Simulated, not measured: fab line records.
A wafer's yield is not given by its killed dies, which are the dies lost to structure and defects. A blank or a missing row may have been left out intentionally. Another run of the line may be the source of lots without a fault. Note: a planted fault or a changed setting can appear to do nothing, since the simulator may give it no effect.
The tool behind it: which one? + flow sky130 + 12 lots, 36 wafers sampled, at 4 steps of a route of 708

## WHAT THE GAUGES READ, wafer by wafer
SKY_METAL2_CD_MEAS_15: the cd target is 140 nm.
| lot  | measured     | on       | cdNm (nm)         |
|------|--------------|----------|-------------------|
| L075 | day 35 02:35 | cdSem-02 | 140.2 139.4 139.8 |
| L077 | day 35 17:18 | cdSem-01 | 141.5 140.0 141.8 |
| L079 | day 36 10:55 | cdSem-01 | 140.8 140.9 140.7 |
| L081 | day 37 05:09 | cdSem-02 | 143.1 143.7 142.5 |
| L083 | day 38 12:48 | cdSem-02 | 139.6 141.9 140.3 |
| L085 | day 38 16:53 | cdSem-02 | 142.0 143.2 144.9 |
| L087 | day 39 23:50 | cdSem-01 | 139.6 140.0 140.6 |
| L089 | day 40 16:04 | cdSem-01 | 138.1 137.2 138.0 |
| L091 | day 40 18:43 | cdSem-02 | 143.6 143.4 144.4 |
| L093 | day 40 23:53 | cdSem-01 | 139.8 142.0 141.7 |
| L095 | day 42 02:24 | cdSem-01 | 139.0 138.7 141.7 |
| L097 | day 42 15:35 | cdSem-01 | 139.4 139.4 138.5 |

## WHAT TOOL EACH LOT RAN ON (gives the tool, then ch and the chambers of the sampled wafers, and finally the start)
| lot  | SKY_CONTACT_CMP_04            | SKY_METAL1_SPUTTER_03       | SKY_VIA1_SPUTTER_20         |
|------|-------------------------------|-----------------------------|-----------------------------|
| L075 | cmp-02 ch 0,1,2, day 30 12:13 | pvdSputter-01, day 31 16:28 | pvdSputter-01, day 33 23:37 |
| L077 | cmp-01 ch 1,2, day 31 01:45   | pvdSputter-01, day 32 06:14 | pvdSputter-03, day 34 14:13 |
| L079 | cmp-01 ch 1,2,3, day 31 19:52 | pvdSputter-04, day 33 00:35 | pvdSputter-03, day 35 07:46 |
| L081 | cmp-01 ch 0,1,2, day 32 13:52 | pvdSputter-02, day 33 19:05 | pvdSputter-02, day 36 02:09 |
| L083 | cmp-02 ch 0,1,2, day 33 21:47 | pvdSputter-02, day 35 02:20 | pvdSputter-02, day 37 10:10 |
| L085 | cmp-02 ch 0,1,3, day 34 03:13 | pvdSputter-02, day 35 07:44 | pvdSputter-02, day 37 14:18 |
| L087 | cmp-01 ch 1,2,3, day 35 11:38 | pvdSputter-04, day 36 15:56 | pvdSputter-03, day 38 21:46 |
| L089 | cmp-01 ch 0,1,3, day 36 04:08 | pvdSputter-04, day 37 08:27 | pvdSputter-03, day 39 13:46 |
| L091 | cmp-01 ch 0,1,3, day 36 08:02 | pvdSputter-04, day 37 12:11 | pvdSputter-03, day 39 17:01 |
| L093 | cmp-02 ch 0,1,3, day 36 13:27 | pvdSputter-01, day 37 17:26 | pvdSputter-03, day 39 22:37 |
| L095 | cmp-02 ch 0,1,2, day 37 17:41 | pvdSputter-04, day 38 22:02 | pvdSputter-02, day 41 01:28 |
| L097 | cmp-01 ch 0,1,3, day 38 11:01 | pvdSputter-01, day 39 13:44 | pvdSputter-03, day 41 16:43 |
- SKY_CONTACT_CMP_04: polishes SiO2.
- SKY_METAL1_SPUTTER_03: material Ti, target thk 5 nm, time 3.3 s.
- SKY_VIA1_SPUTTER_20: material TiN, target thk 20 nm, time 80 s.

## THE ANSWER, worked out from the rows above alone
Rule: what is usual is taken from the lots themselves. The widest of any qualifying gaps counts: lots, ordered by their means at a reading, are off when they make up no more than a third of the lots, leave a main group of 4 or more, and stand apart from it by 3 or more times the standard deviation of that group's means. A main group is skipped when, at the precision printed for the reading in the tables above, its means are all equal. A lot without any number at a reading at which 4 lots or more have one is off too. The other lots that the step has rows for count as sound.
Across all readings shown, no lot is off: no conclusion can be drawn from this.

## WHAT WAS PUT IN BY THE SIMULATOR
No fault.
